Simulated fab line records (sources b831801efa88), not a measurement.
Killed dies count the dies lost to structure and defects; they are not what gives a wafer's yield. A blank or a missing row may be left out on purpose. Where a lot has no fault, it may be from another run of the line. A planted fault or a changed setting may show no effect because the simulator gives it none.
Which tool was responsible? :: flow gf180mcu :: Sampling: 6 lots, 18 wafers, 4 of 602 route steps

## WHAT THE GAUGES SHOWED, per wafer
GF_SALICIDE_RS_MEAS_04: the measuring method here is four-point-probe.
lot: L413
measured: day 15 13:41
on: film_metro-02
SALICIDE_TIN_RS (ohm/sq): 16.5 16.5 16.1

lot: L417
measured: day 17 03:47
on: film_metro-02
SALICIDE_TIN_RS (ohm/sq): 15.3 15.9 15.7

lot: L419
measured: day 17 13:54
on: film_metro-03
SALICIDE_TIN_RS (ohm/sq): 16.2 15.9 15.9

lot: L423
measured: day 19 00:43
on: film_metro-04
SALICIDE_TIN_RS (ohm/sq): 8.7 16.4 16.0

lot: L427
measured: day 20 14:35
on: film_metro-02
SALICIDE_TIN_RS (ohm/sq): 8.9 8.8 16.8

lot: L433
measured: day 23 01:22
on: film_metro-04
SALICIDE_TIN_RS (ohm/sq): 16.1 15.7 16.7

## TOOL THAT RAN EACH LOT (tool first, then ch and the chambers of the sampled wafers, then the start)
lot: L413
GF_HV_LDD_STRIP_37: plasma_asher-01 ch 0,1, day 11 23:50
GF_HV_LDD_ETCHBACK_58: rie_diel-04 ch 0,3, day 12 22:07
GF_SALICIDE_SPUTTER_02: pvd_sputter-01, day 15 13:35

lot: L417
GF_HV_LDD_STRIP_37: plasma_asher-03 ch 0, day 13 07:15
GF_HV_LDD_ETCHBACK_58: rie_diel-02 ch 0,2,3, day 14 08:19
GF_SALICIDE_SPUTTER_02: pvd_sputter-01, day 17 03:43

lot: L419
GF_HV_LDD_STRIP_37: plasma_asher-01 ch 0,1, day 13 16:52
GF_HV_LDD_ETCHBACK_58: rie_diel-03 ch 0,1,3, day 14 17:37
GF_SALICIDE_SPUTTER_02: pvd_sputter-02, day 17 13:49

lot: L423
GF_HV_LDD_STRIP_37: plasma_asher-01 ch 0,1, day 15 00:22
GF_HV_LDD_ETCHBACK_58: rie_diel-02 ch 2,3, day 16 01:54
GF_SALICIDE_SPUTTER_02: pvd_sputter-02, day 19 00:37

lot: L427
GF_HV_LDD_STRIP_37: plasma_asher-01 ch 0,1, day 16 10:24
GF_HV_LDD_ETCHBACK_58: rie_diel-03 ch 1,3, day 17 12:12
GF_SALICIDE_SPUTTER_02: pvd_sputter-02, day 20 14:32

lot: L433
GF_HV_LDD_STRIP_37: plasma_asher-03 ch 0, day 18 20:48
GF_HV_LDD_ETCHBACK_58: rie_diel-03 ch 1,3, day 20 00:25
GF_SALICIDE_SPUTTER_02: pvd_sputter-01, day 23 01:17
- GF_HV_LDD_STRIP_37: strips in O2/N2.
- GF_HV_LDD_ETCHBACK_58: etches Si3N4 in CH3F/O2, stops on SiO2, time 100 s, target depth 90 nm.
- GF_SALICIDE_SPUTTER_02: material Co, target thk 10 nm, time 20 s.

## THE ANSWER, worked out from the rows above alone
Rule: the lots themselves supply what counts as usual. Put in order of their means at a reading, lots are off if they are a third of the lots or fewer, leave a main group of 4 or more, and stand apart from it by a gap of 3 or more times the standard deviation of the main group's means; of several such gaps the widest counts. A main group is skipped when, at the precision printed for the reading in the tables above, its means are all equal. Also off: a lot with no number at a reading for which 4 or more lots have one. Any other lot the step has rows for is counted as sound.
Off: L423, L427, seen at GF_SALICIDE_RS_MEAS_04 (SALICIDE_TIN_RS). The main group has a mean of 16.0 ohm/sq with a standard deviation of 0.27.
A tool fits if, at a process step before that reading, it ran every lot that is off, and no sound lot after the first of them. Those tools and the gauges at GF_SALICIDE_RS_MEAS_04 are tried in the same way. Undecided on this evidence; 2 tools fit (plasma_asher-01 at GF_HV_LDD_STRIP_37, pvd_sputter-02 at GF_SALICIDE_SPUTTER_02).

## WHAT THE SIMULATOR PUT IN
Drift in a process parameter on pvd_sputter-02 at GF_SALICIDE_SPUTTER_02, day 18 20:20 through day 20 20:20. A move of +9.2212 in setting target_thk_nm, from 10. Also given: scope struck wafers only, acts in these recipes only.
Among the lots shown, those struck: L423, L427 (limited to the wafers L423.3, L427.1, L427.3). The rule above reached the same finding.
